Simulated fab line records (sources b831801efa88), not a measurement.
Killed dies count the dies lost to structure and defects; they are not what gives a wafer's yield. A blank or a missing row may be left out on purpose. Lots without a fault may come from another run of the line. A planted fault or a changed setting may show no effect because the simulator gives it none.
Which tool did it? | flow sky130 | at 1 step of a route of 708, 13 lots with 39 wafers sampled

## WHAT EACH GAUGE READ, for each wafer
SKY_LDD_HVN_TW_MEAS_10. Usual: LDD_HVN_TW 1448, standard deviation 9.3.
lot  | measured     | on            | LDD_HVN_TW     | flag
L585 | day 20 17:24 | film-metro-01 | 1463 1469 1465 |
L587 | day 21 11:11 | film-metro-04 | 1445 1445 1450 |
L588 | day 22 00:56 | film-metro-01 | 1454 1456 1451 |
L589 | day 22 10:06 | film-metro-01 | 1456 1452 1445 |
L590 | day 22 23:31 | film-metro-02 | 1438 1436 1438 |
L592 | day 23 08:25 | film-metro-04 | 1432 1439 1432 |
L593 | day 23 16:37 | film-metro-04 | 1433 1431 1437 |
L600 | day 26 14:38 | film-metro-02 | 1446 1439 1455 |
L601 | day 26 19:58 | film-metro-01 | 1457 1466 1455 |
L602 | day 27 03:50 | film-metro-04 | 1444 1438 1446 |
L604 | day 27 14:11 | film-metro-04 | 1440 1443 1449 |
L605 | day 27 20:45 | film-metro-01 | 1450 1454 1451 |
L606 | day 30 09:25 | film-metro-02 | 1453 1452 1443 |

## EACH LOT AND THE TOOL THAT RAN IT (in order: tool; ch and the chambers of the sampled wafers; start)
There is no process step in the record ahead of these readings.

## AS READ BY THE TOOLS THEMSELVES (means over the sampled wafers that have a number; for cases with no such wafer, the mark the record gives instead)
The record holds no such reading with a usual standard deviation.

## THE ANSWER, worked out from the rows above alone
Rule: a lot counts as off when the mean over its wafers that have a number is more than 3 standard deviations away from the usual mean. A lot without any number at a reading at which 4 lots or more have one is off too. The other lots that the step has rows for count as sound. Order of review: gauges by route order, followed by the tools' own readings, for which a lot's mean as printed above is used. The first step at which some lot is off is used, and at that step the reading that is off furthest; a lot without a number counts as furthest.
No lot is off on any of the readings shown, so nothing can be concluded from this.

## WHAT WAS PUT IN BY THE SIMULATOR
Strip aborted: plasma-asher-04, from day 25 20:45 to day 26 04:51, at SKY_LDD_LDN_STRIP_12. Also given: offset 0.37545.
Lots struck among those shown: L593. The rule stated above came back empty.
